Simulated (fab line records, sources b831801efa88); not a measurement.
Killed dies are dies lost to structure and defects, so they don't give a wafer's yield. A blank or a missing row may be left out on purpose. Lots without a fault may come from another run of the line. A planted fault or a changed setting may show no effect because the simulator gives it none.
Chamber matching | flow gf180mcu | GF_V3_ETCH_16 on rie_diel-02: 4 sister chambers
The step etches BARC in N2/H2. 4 wafers are shown with their chamber, then 8 later ones without.

WAFERS WITH THEIR CHAMBER
wafer  | chamber | throttle_valve_pct (%)
L085.2 | 2       | 13.232
L085.5 | 0       | 13.232
L085.6 | 3       | 13.216
L090.3 | 1       | 13.232

WAFERS WITHOUT THEIR CHAMBER
wafer  | throttle_valve_pct (%)
L090.5 | 13.235
L090.6 | 13.218
L096.3 | 13.230
L096.5 | 13.244
L096.6 | 13.242
L097.1 | 13.224
L097.2 | 13.238
L097.4 | 13.236

WHICH CHAMBER EACH WENT THROUGH
wafer  | from the rows above               | in truth
L090.5 | can't be placed: 0 or 1 or 2      | 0
L090.6 | can't be placed: 3 or 0 or 1 or 2 | 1
L096.3 | can't be placed: 0 or 1 or 2 or 3 | 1
L096.5 | can't be placed: 0 or 1 or 2      | 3
L096.6 | can't be placed: 0 or 1 or 2      | 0
L097.1 | can't be placed: 0 or 1 or 2 or 3 | 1
L097.2 | can't be placed: 0 or 1 or 2      | 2
L097.4 | can't be placed: 0 or 1 or 2      | 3
Placed correctly: 0 of 8. Can't be placed from these rows: 8 (the true chamber is among the candidates in 6). Placed wrongly: 0.
How it was worked out, from the rows above alone: a wafer's distance from a chamber is the root of the sum, over the readings, of the square of ((its reading less the chamber's mean) divided by the reading's scatter). The wafer belongs to the nearest chamber; if the next one is less than 2 further off, it can't be placed. A chamber's mean is the mean of its shown wafers. The scatter: with one shown wafer a chamber, the root of the mean of the squares of how far each hidden wafer lies from its nearest shown one.
